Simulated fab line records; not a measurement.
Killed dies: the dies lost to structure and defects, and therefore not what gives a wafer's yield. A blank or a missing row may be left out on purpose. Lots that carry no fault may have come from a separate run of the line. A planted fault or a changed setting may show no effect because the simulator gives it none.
Chamber matching || flow gf180mcu || GF_STI_ETCH_14 on rie_si-01: 4 sister chambers
The step etches Si in HBr/Cl2/O2, target depth 360 nm, time 102.9 s. 20 wafers are shown with their chamber, then 10 later ones without.

== WAFERS, EACH WITH ITS CHAMBER ==
{"wafer": "L663.1", "chamber": 0, "drypump_motor_current_A (A)": 6.2, "oes_product_au (a.u.)": 1.012, "throttle_valve_pct (%)": 25.645}
{"wafer": "L663.2", "chamber": 3, "drypump_motor_current_A (A)": 5.2, "oes_product_au (a.u.)": 1.010, "throttle_valve_pct (%)": 25.654}
{"wafer": "L663.6", "chamber": 3, "drypump_motor_current_A (A)": 5.2, "oes_product_au (a.u.)": 1.011, "throttle_valve_pct (%)": 25.659}
{"wafer": "L664.3", "chamber": 1, "drypump_motor_current_A (A)": 6.2, "oes_product_au (a.u.)": 1.008, "throttle_valve_pct (%)": 25.660}
{"wafer": "L664.4", "chamber": 2, "drypump_motor_current_A (A)": 4.8, "oes_product_au (a.u.)": 0.999, "throttle_valve_pct (%)": 25.671}
{"wafer": "L664.6", "chamber": 0, "drypump_motor_current_A (A)": 6.2, "oes_product_au (a.u.)": 1.005, "throttle_valve_pct (%)": 25.633}
{"wafer": "L668.3", "chamber": 1, "drypump_motor_current_A (A)": 6.2, "oes_product_au (a.u.)": 0.996, "throttle_valve_pct (%)": 25.650}
{"wafer": "L668.4", "chamber": 2, "drypump_motor_current_A (A)": 4.8, "oes_product_au (a.u.)": 1.003, "throttle_valve_pct (%)": 25.657}
{"wafer": "L668.6", "chamber": 3, "drypump_motor_current_A (A)": 5.2, "oes_product_au (a.u.)": 1.006, "throttle_valve_pct (%)": 25.637}
{"wafer": "L669.3", "chamber": 1, "drypump_motor_current_A (A)": 6.2, "oes_product_au (a.u.)": 0.994, "throttle_valve_pct (%)": 25.661}
{"wafer": "L669.4", "chamber": 3, "drypump_motor_current_A (A)": 5.2, "oes_product_au (a.u.)": 1.003, "throttle_valve_pct (%)": 25.655}
{"wafer": "L669.6", "chamber": 0, "drypump_motor_current_A (A)": 6.1, "oes_product_au (a.u.)": 1.015, "throttle_valve_pct (%)": 25.648}
{"wafer": "L670.1", "chamber": 2, "drypump_motor_current_A (A)": 4.8, "oes_product_au (a.u.)": 0.985, "throttle_valve_pct (%)": 25.661}
{"wafer": "L670.3", "chamber": 1, "drypump_motor_current_A (A)": 6.3, "oes_product_au (a.u.)": 0.990, "throttle_valve_pct (%)": 25.661}
{"wafer": "L670.6", "chamber": 2, "drypump_motor_current_A (A)": 4.8, "oes_product_au (a.u.)": 0.992, "throttle_valve_pct (%)": 25.660}
{"wafer": "L674.1", "chamber": 2, "drypump_motor_current_A (A)": 4.8, "oes_product_au (a.u.)": 0.992, "throttle_valve_pct (%)": 25.669}
{"wafer": "L674.5", "chamber": 0, "drypump_motor_current_A (A)": 6.2, "oes_product_au (a.u.)": 1.008, "throttle_valve_pct (%)": 25.646}
{"wafer": "L674.6", "chamber": 1, "drypump_motor_current_A (A)": 6.2, "oes_product_au (a.u.)": 0.978, "throttle_valve_pct (%)": 25.654}
{"wafer": "L675.4", "chamber": 2, "drypump_motor_current_A (A)": 4.8, "oes_product_au (a.u.)": 1.007, "throttle_valve_pct (%)": 25.662}
{"wafer": "L675.5", "chamber": 0, "drypump_motor_current_A (A)": 6.2, "oes_product_au (a.u.)": 1.022, "throttle_valve_pct (%)": 25.655}

SIGNATURES (means of the wafers above)
{"reading": "drypump_motor_current_A", "chamber 0": 6.180, "chamber 1": 6.220, "chamber 2": 4.800, "chamber 3": 5.200, "scatter within a chamber": 0.0316}
{"reading": "oes_product_au", "chamber 0": 1.01240, "chamber 1": 0.99320, "chamber 2": 0.99633, "chamber 3": 1.00750, "scatter within a chamber": 0.00796}
{"reading": "throttle_valve_pct", "chamber 0": 25.64540, "chamber 1": 25.65720, "chamber 2": 25.66333, "chamber 3": 25.65125, "scatter within a chamber": 0.00701}
Rule: for each reading, subtract the chamber's mean from the wafer's reading, divide by that reading's scatter and square the result; add these up over the readings and take the root, which gives the wafer's distance from the chamber. The wafer belongs to the nearest chamber; if the next one is less than 2 further off, it can't be placed. The scatter is the square root of a quotient: the sum, over the shown wafers, of each reading's squared deviation from its chamber's mean, divided by wafers minus chambers.

== WAFERS WITHOUT THEIR CHAMBER ==
{"wafer": "L675.6", "drypump_motor_current_A (A)": 6.2, "oes_product_au (a.u.)": 0.992, "throttle_valve_pct (%)": 25.666}
{"wafer": "L678.1", "drypump_motor_current_A (A)": 6.2, "oes_product_au (a.u.)": 1.005, "throttle_valve_pct (%)": 25.657}
{"wafer": "L678.4", "drypump_motor_current_A (A)": 4.8, "oes_product_au (a.u.)": 1.003, "throttle_valve_pct (%)": 25.658}
{"wafer": "L678.6", "drypump_motor_current_A (A)": 6.2, "oes_product_au (a.u.)": 0.988, "throttle_valve_pct (%)": 25.669}
{"wafer": "L680.2", "drypump_motor_current_A (A)": 6.2, "oes_product_au (a.u.)": 0.995, "throttle_valve_pct (%)": 25.658}
{"wafer": "L680.3", "drypump_motor_current_A (A)": 6.2, "oes_product_au (a.u.)": 1.001, "throttle_valve_pct (%)": 25.661}
{"wafer": "L680.6", "drypump_motor_current_A (A)": 6.3, "oes_product_au (a.u.)": 0.992, "throttle_valve_pct (%)": 25.659}
{"wafer": "L683.1", "drypump_motor_current_A (A)": 6.2, "oes_product_au (a.u.)": 0.997, "throttle_valve_pct (%)": 25.665}
{"wafer": "L683.4", "drypump_motor_current_A (A)": 6.2, "oes_product_au (a.u.)": 1.020, "throttle_valve_pct (%)": 25.640}
{"wafer": "L683.6", "drypump_motor_current_A (A)": 6.2, "oes_product_au (a.u.)": 1.006, "throttle_valve_pct (%)": 25.637}

== EACH ONE'S CHAMBER ==
{"wafer": "L675.6", "from the rows above": 1, "in truth": 1}
{"wafer": "L678.1", "from the rows above": "can't be placed: 1 or 0", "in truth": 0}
{"wafer": "L678.4", "from the rows above": 2, "in truth": 2}
{"wafer": "L678.6", "from the rows above": 1, "in truth": 1}
{"wafer": "L680.2", "from the rows above": 1, "in truth": 1}
{"wafer": "L680.3", "from the rows above": "can't be placed: 1 or 0", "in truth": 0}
{"wafer": "L680.6", "from the rows above": 1, "in truth": 1}
{"wafer": "L683.1", "from the rows above": 1, "in truth": 1}
{"wafer": "L683.4", "from the rows above": 0, "in truth": 0}
{"wafer": "L683.6", "from the rows above": "can't be placed: 0 or 1", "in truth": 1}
Correctly placed: 7 of 10. These rows do not allow placing 3 (true chamber among the candidates in 3). Number placed wrongly: 0.
